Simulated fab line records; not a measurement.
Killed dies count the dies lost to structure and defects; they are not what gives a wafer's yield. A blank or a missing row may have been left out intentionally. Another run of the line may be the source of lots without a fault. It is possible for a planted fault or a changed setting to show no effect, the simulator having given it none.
2 desks looking at one fault | flow sky130 | only its own numbers are on each desk; what lay behind them is given at the end

AT THE TOOL OWNER'S DESK: lpcvd-01
The tool's own readings at SKY_POLY_GATE_CVD_00 (deposits poly-Si, target thk 180 nm, time 720 s): means of the sampled wafers that have a number, for each lot that ran on this tool. The brackets show how far a lot's mean lies from the usual mean; more than 4 standard deviations puts the lot out of limits, marked OUT.
Columns: A = spike_tc_bottom_C at SKY_POLY_GATE_CVD_00, usual 641.3 C; B = spike_tc_centre_C at SKY_POLY_GATE_CVD_00, usual 620.3 C; C = spike_tc_lower_C at SKY_POLY_GATE_CVD_00, usual 621.5 C; D = spike_tc_top_C at SKY_POLY_GATE_CVD_00, usual 638.5 C; E = spike_tc_upper_C at SKY_POLY_GATE_CVD_00, usual 620.6 C; F = susceptor_temp_C at SKY_POLY_GATE_CVD_00, usual 619.96 C
lot  | first seen here | A                | B                | C                | D                | E                | F
L343 | day 13 21:52    | 640.0            | 620.3            | 621.8            | 637.0            | 620.0            | 620.09
L346 | day 15 04:24    | 642.9            | 620.0            | 620.6            | 640.7            | 620.4            | 620.29
L349 | day 16 04:25    | 641.2            | 621.4            | 621.3            | 637.8            | 620.5            | 619.60
L350 | day 16 13:21    | 642.6            | 620.3            | 621.6            | 640.1            | 620.1            | 619.75
L352 | day 17 01:34    | 642.3            | 620.6            | 620.7            | 639.9            | 620.8            | 619.96
L355 | day 18 01:22    | 634.4 (-5.3) OUT | 611.3 (-9.0) OUT | 612.9 (-8.6) OUT | 631.0 (-4.4) OUT | 611.5 (-9.2) OUT | 619.71
L363 | day 21 01:41    | 642.2            | 621.0            | 621.3            | 640.9            | 619.7            | 620.02
L364 | day 21 04:40    | 639.5            | 619.9            | 621.5            | 637.1            | 620.7            | 620.08
L365 | day 21 18:54    | 641.0            | 620.1            | 620.9            | 636.8            | 620.5            | 619.96
L366 | day 21 23:53    | 641.8            | 619.3            | 622.3            | 637.1            | 620.2            | 620.34
This desk's finding: out of limits on L355; first on L355, day 18 01:22 (spike_tc_bottom_C at SKY_POLY_GATE_CVD_00). In limits: L343, L346, L349, L350, L352, L363, L364, L365, L366.

METROLOGY DESK
What the gauges read, lot by lot, whatever tool the lot ran on: means of the sampled wafers that have a number. The brackets show how far a lot's mean lies from the usual mean; more than 4 standard deviations puts the lot out of limits, marked OUT.
Columns: A = POLY_GATE_CVD_00_THK at SKY_POLY_GATE_THK_MEAS_01, usual 179.7 nm; B = cd_nm at SKY_VIA3_CD_MEAS_12, usual 200.3 nm
lot  | first seen here | A               | B
L343 | day 13 23:04    | 178.3           | 201.4
L346 | day 15 05:37    | 175.9           | 199.4
L349 | day 16 05:38    | 178.5           | 200.7
L350 | day 16 15:09    | 179.2           | 201.7
L352 | day 17 02:47    | 180.6           | 199.6
L355 | day 18 02:34    | 147.0 (-17) OUT | 200.4
L363 | day 21 02:53    | 181.3           | 198.5
L364 | day 21 05:53    | 182.3           | 200.8
L365 | day 21 20:07    | 179.6           | 199.4
L366 | day 22 01:05    | 179.9           | 202.2
This desk's finding: out of limits on L355; first on L355, day 18 02:34 (POLY_GATE_CVD_00_THK at SKY_POLY_GATE_THK_MEAS_01). In limits: L343, L346, L349, L350, L352, L363, L364, L365, L366.

TAKEN TOGETHER
An alarm could have come from the tool owner's desk at day 18 01:22, on L355.
Metrology desk: alarm possible at day 18 02:34 on L355.
On lpcvd-01, each named lot ran SKY_POLY_GATE_CVD_00.

WHAT WAS PUT IN BY THE SIMULATOR
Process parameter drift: lpcvd-01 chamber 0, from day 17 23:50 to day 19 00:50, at SKY_POLY_GATE_CVD_00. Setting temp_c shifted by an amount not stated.
Shown lots that were struck: L355.
Delay (hours) between the fault's onset and each desk's first out-of-limits reading: 2 at the tool owner's desk, 3 at the metrology desk.
